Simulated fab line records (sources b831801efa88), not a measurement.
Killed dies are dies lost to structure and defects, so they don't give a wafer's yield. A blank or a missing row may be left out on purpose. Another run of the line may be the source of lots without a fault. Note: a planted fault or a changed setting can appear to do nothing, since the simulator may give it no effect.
Matching of chambers || flow sky130 || SKY_VIA3_CMP_24 on cmp-02 has 4 sister chambers
The step polishes, stops on SiO2, t overpolish 20 s, target thk 0 nm. 7 wafers are shown with their chamber, then 9 later ones without.

WAFERS PAIRED WITH THEIR CHAMBERS
{"wafer": "L075.1", "chamber": 0, "motor current A (A)": 12.2, "time to endpoint s (s)": 90}
{"wafer": "L075.4", "chamber": 3, "motor current A (A)": 12.1, "time to endpoint s (s)": 91}
{"wafer": "L083.2", "chamber": 2, "motor current A (A)": 10.9, "time to endpoint s (s)": 91}
{"wafer": "L084.3", "chamber": 3, "motor current A (A)": 12.1, "time to endpoint s (s)": 93}
{"wafer": "L087.4", "chamber": 1, "motor current A (A)": 10.4, "time to endpoint s (s)": 93}
{"wafer": "L087.5", "chamber": 1, "motor current A (A)": 10.6, "time to endpoint s (s)": 95}
{"wafer": "L087.6", "chamber": 2, "motor current A (A)": 10.5, "time to endpoint s (s)": 93}

WAFERS WHOSE CHAMBER IS MISSING
{"wafer": "L090.3", "motor current A (A)": 11.7, "time to endpoint s (s)": 93}
{"wafer": "L090.4", "motor current A (A)": 12.5, "time to endpoint s (s)": 94}
{"wafer": "L090.6", "motor current A (A)": 12.5, "time to endpoint s (s)": 87}
{"wafer": "L092.3", "motor current A (A)": 12.2, "time to endpoint s (s)": 96}
{"wafer": "L092.4", "motor current A (A)": 10.5, "time to endpoint s (s)": 90}
{"wafer": "L092.5", "motor current A (A)": 11.8, "time to endpoint s (s)": 88}
{"wafer": "L095.1", "motor current A (A)": 10.9, "time to endpoint s (s)": 90}
{"wafer": "L095.4", "motor current A (A)": 11.0, "time to endpoint s (s)": 94}
{"wafer": "L095.6", "motor current A (A)": 10.8, "time to endpoint s (s)": 88}

CHAMBER TAKEN BY EACH
{"wafer": "L090.3", "from the rows above": "can't be placed: 3 or 0", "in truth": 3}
{"wafer": "L090.4", "from the rows above": "can't be placed: 3 or 0", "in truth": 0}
{"wafer": "L090.6", "from the rows above": "can't be placed: 0 or 3", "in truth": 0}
{"wafer": "L092.3", "from the rows above": "can't be placed: 3 or 0", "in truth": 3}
{"wafer": "L092.4", "from the rows above": "can't be placed: 2 or 1", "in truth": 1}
{"wafer": "L092.5", "from the rows above": "can't be placed: 0 or 3", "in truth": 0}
{"wafer": "L095.1", "from the rows above": "can't be placed: 2 or 1", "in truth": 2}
{"wafer": "L095.4", "from the rows above": "can't be placed: 2 or 1", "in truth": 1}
{"wafer": "L095.6", "from the rows above": "can't be placed: 2 or 1", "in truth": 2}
Correct placement for 0 of the 9. Unplaceable from these rows: 9, with the true chamber sitting among the candidates in 9. Placed wrongly: 0.
How it was worked out, from the rows above alone: a wafer's distance from a chamber is the root of the sum, over the readings, of the square of ((its reading less the chamber's mean) divided by the reading's scatter). If the next closest chamber is less than 2 further off than the closest, the wafer can't be placed; otherwise it belongs to the closest. Each chamber's mean is taken over the wafers shown for it. The scatter is the square root of a quotient: the sum, over the shown wafers, of each reading's squared deviation from its chamber's mean, divided by wafers minus chambers.
